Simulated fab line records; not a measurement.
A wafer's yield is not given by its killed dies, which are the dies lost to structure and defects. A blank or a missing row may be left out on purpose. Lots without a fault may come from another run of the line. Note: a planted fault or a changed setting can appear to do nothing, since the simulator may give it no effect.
Chamber matching / flow sky130 / SKY_LI_CONTACT_CMP_24 on cmp-02 has 4 sister chambers
The step polishes, stops on PSG, t overpolish 20 s, target thk 0 nm. 4 wafers are shown with their chamber, then 11 later ones without.

WAFERS, EACH WITH ITS CHAMBER
wafer=L600.4; chamber=3; motor_current_A (A)=10.6
wafer=L605.1; chamber=0; motor_current_A (A)=9.9
wafer=L605.5; chamber=2; motor_current_A (A)=11.7
wafer=L607.2; chamber=1; motor_current_A (A)=10.9

WAFERS WHOSE CHAMBER IS MISSING
wafer=L607.3; motor_current_A (A)=11.7
wafer=L607.6; motor_current_A (A)=12.0
wafer=L608.4; motor_current_A (A)=11.1
wafer=L608.5; motor_current_A (A)=10.2
wafer=L608.6; motor_current_A (A)=10.0
wafer=L610.3; motor_current_A (A)=11.2
wafer=L610.4; motor_current_A (A)=11.8
wafer=L610.6; motor_current_A (A)=11.8
wafer=L613.1; motor_current_A (A)=10.2
wafer=L613.5; motor_current_A (A)=10.3
wafer=L613.6; motor_current_A (A)=11.1

EACH ONE'S CHAMBER
wafer=L607.3; from the rows above=2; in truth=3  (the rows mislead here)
wafer=L607.6; from the rows above=2; in truth=2
wafer=L608.4; from the rows above=can't be placed: 1 or 3 or 2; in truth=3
wafer=L608.5; from the rows above=can't be placed: 0 or 3 or 1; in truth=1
wafer=L608.6; from the rows above=0; in truth=0
wafer=L610.3; from the rows above=can't be placed: 1 or 2 or 3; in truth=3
wafer=L610.4; from the rows above=2; in truth=2
wafer=L610.6; from the rows above=2; in truth=2
wafer=L613.1; from the rows above=can't be placed: 0 or 3 or 1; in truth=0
wafer=L613.5; from the rows above=can't be placed: 3 or 0 or 1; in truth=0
wafer=L613.6; from the rows above=can't be placed: 1 or 3 or 2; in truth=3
Correctly placed: 4 of 11. Can't be placed from these rows: 6 (the true chamber is among the candidates in 6). Placed wrongly: 1.
How it was worked out, from the rows above alone: a wafer's distance from a chamber is the root of the sum, over the readings, of the square of ((its reading less the chamber's mean) divided by the reading's scatter). The wafer belongs to the nearest chamber; if the next one is less than 2 further off, it can't be placed. For every chamber, the mean is computed from those of its wafers that are shown. The scatter: root of mean squared gap, hidden wafer to nearest shown wafer, with one shown wafer a chamber.
